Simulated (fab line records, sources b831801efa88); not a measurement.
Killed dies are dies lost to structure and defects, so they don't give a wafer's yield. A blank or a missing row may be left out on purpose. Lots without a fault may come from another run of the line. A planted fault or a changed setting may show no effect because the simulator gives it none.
Which tool did it? | flow gf180mcu | 15 lots, 45 wafers sampled, at 4 steps of a route of 602

WHAT THE GAUGES READ, wafer by wafer
GF_CONTACT_OVL_MEAS_15.
lot  | measured     | on         | CONTACT_OVL (nm)
L849 | day 16 03:17 | overlay-01 | -2 -8 -5
L850 | day 16 10:19 | overlay-01 | 1 0 -4
L851 | day 16 18:50 | overlay-01 | -5 -8 1
L853 | day 17 16:28 | overlay-01 | 6 2 8
L854 | day 17 23:48 | overlay-02 | -2 -3 0
L856 | day 18 15:58 | overlay-01 | -4 0 0
L858 | day 19 11:14 | overlay-02 | -4 -5 2
L859 | day 20 02:52 | overlay-01 | 4 10 3
L865 | day 22 12:37 | overlay-02 | -2 -4 -6
L867 | day 23 02:19 | overlay-01 | -3 -6 -2
L869 | day 23 09:58 | overlay-02 | 0 -9 -10
L868 | day 23 13:59 | overlay-01 | -6 -3 -1
L870 | day 23 15:40 | overlay-01 | 0 -2 3
L871 | day 24 06:59 | overlay-02 | -1 -4 -4
L872 | day 24 11:07 | overlay-01 | 8 8 -1

GF_M2_RS_MEAS_05: measures by four-point-probe.
lot  | measured     | on            | M2_ALCU_RS (ohm/sq)
L849 | day 18 04:10 | film_metro-02 | 0.0676 0.0701 0.0677
L850 | day 18 12:06 | film_metro-02 | 0.0708 0.0697 0.0711
L851 | day 18 22:25 | film_metro-03 | 0.0690 0.0691 0.0689
L853 | day 19 21:52 | film_metro-02 | 0.0691 0.0688 0.0685
L854 | day 20 04:50 | film_metro-02 | 0.0704 0.0697 0.0693
L856 | day 20 21:23 | film_metro-03 | 0.0709 0.0723 0.0701
L858 | day 21 16:46 | film_metro-02 | 0.0690 0.0697 0.0701
L859 | day 22 07:55 | film_metro-02 | 0.0708 0.0690 0.0715
L865 | day 24 13:52 | film_metro-04 | 0.0693 0.0685 0.0690
L867 | day 25 03:28 | film_metro-03 | 0.0686 0.0694 0.0690
L869 | day 25 11:14 | film_metro-03 | 0.0682 0.0689 0.0671
L868 | day 25 14:12 | film_metro-02 | 0.0676 0.0694 0.0680
L870 | day 25 17:11 | film_metro-02 | 0.0680 0.0683 0.0681
L871 | day 26 07:09 | film_metro-02 | 0.0698 0.0699 0.0695
L872 | day 26 10:01 | film_metro-02 | 0.0689 0.0678 0.0682

GF_V2_CD_MEAS_14: target cd 260 nm.
lot  | measured     | on        | cd_nm (nm)
L849 | day 20 05:56 | cd_sem-01 | 260.5 260.7 260.9
L850 | day 20 14:44 | cd_sem-01 | 260.4 260.8 260.0
L851 | day 20 23:33 | cd_sem-01 | 259.9 260.1 260.7
L853 | day 21 23:42 | cd_sem-02 | 260.7 261.3 260.9
L854 | day 22 06:19 | cd_sem-02 | 259.5 259.4 261.6
L856 | day 22 22:05 | cd_sem-01 | 260.8 260.3 261.4
L858 | day 23 16:52 | cd_sem-02 | 259.9 258.9 261.2
L859 | day 24 07:38 | cd_sem-02 | 261.1 260.6 259.6
L865 | day 26 10:32 | cd_sem-01 | 260.7 261.4 262.3
L867 | day 26 23:42 | cd_sem-01 | 261.1 260.4 260.7
L869 | day 27 06:02 | cd_sem-02 | 259.4 260.0 261.3
L868 | day 27 10:32 | cd_sem-01 | 258.9 259.7 260.4
L870 | day 27 12:10 | cd_sem-01 | 261.8 260.6 260.6
L871 | day 28 01:22 | cd_sem-02 | 259.3 258.5 259.3
L872 | day 28 03:50 | cd_sem-02 | 261.2 261.6 261.8

WHICH TOOL RAN EACH LOT (tool, then ch and the chambers of the sampled wafers, then the start)
lot  | GF_POLY_GATE_DEVELOP_09
L849 | litho_track-03 ch 0, day 9 04:44
L850 | litho_track-04 ch 0, day 9 12:30
L851 | litho_track-03 ch 0, day 9 18:08
L853 | litho_track-03 ch 0, day 10 11:02
L854 | litho_track-04 ch 0, day 10 17:02
L856 | litho_track-04 ch 0, day 11 04:44
L858 | litho_track-04 ch 0, day 11 19:17
L859 | litho_track-04 ch 0, day 12 06:23
L865 | litho_track-03 ch 0, day 14 08:35
L867 | litho_track-04 ch 0, day 14 22:29
L869 | litho_track-02 ch 0, day 15 06:12
L868 | litho_track-02 ch 0, day 15 06:36
L870 | litho_track-04 ch 0, day 15 11:31
L871 | litho_track-03 ch 0, day 16 03:35
L872 | litho_track-03 ch 0, day 16 07:11
- GF_POLY_GATE_DEVELOP_09: develop time 60 s.

WHAT THE TOOLS THEMSELVES READ (means of the sampled wafers that have a number; where no wafer has one, the mark that the record gives instead)
GF_POLY_GATE_DEVELOP_09.
lot  | tool           | developer_temp_C (C)
L849 | litho_track-03 | 20.99
L850 | litho_track-04 | 20.97
L851 | litho_track-03 | 20.92
L853 | litho_track-03 | 21.11
L854 | litho_track-04 | 20.98
L856 | litho_track-04 | 20.20
L858 | litho_track-04 | 19.98
L859 | litho_track-04 | 20.22
L865 | litho_track-03 | 20.96
L867 | litho_track-04 | 20.84
L869 | litho_track-02 | 21.07
L868 | litho_track-02 | 20.95
L870 | litho_track-04 | 20.96
L871 | litho_track-03 | 21.02
L872 | litho_track-03 | 20.90

THE ANSWER, worked out from the rows above alone
Rule: what is usual is taken from the lots themselves. Put in order of their means at a reading, lots are off if they are a third of the lots or fewer, leave a main group of 4 or more, and stand apart from it by a gap of 3 or more times the standard deviation of the main group's means; of several such gaps the widest counts. A main group whose means are all the same, to the digits that the tables above print for the reading, isn't used. A lot without any number at a reading at which 4 lots or more have one is off too. The other lots that the step has rows for count as sound. The gauges are gone through in route order, then the tools' own readings, and for those a lot's mean is taken as printed above. The first step at which some lot is off is used, and at that step the reading that is off furthest; a lot without a number counts as furthest.
Off: L856, L858, L859, at GF_POLY_GATE_DEVELOP_09 (developer_temp_C). The main group: mean 20.97 C, standard deviation 0.069.
A tool fits if, at that step or a process step before it, it ran every lot that is off, and no sound lot after the first of them. None of those tried fits.

WHAT THE SIMULATOR HAD PUT IN
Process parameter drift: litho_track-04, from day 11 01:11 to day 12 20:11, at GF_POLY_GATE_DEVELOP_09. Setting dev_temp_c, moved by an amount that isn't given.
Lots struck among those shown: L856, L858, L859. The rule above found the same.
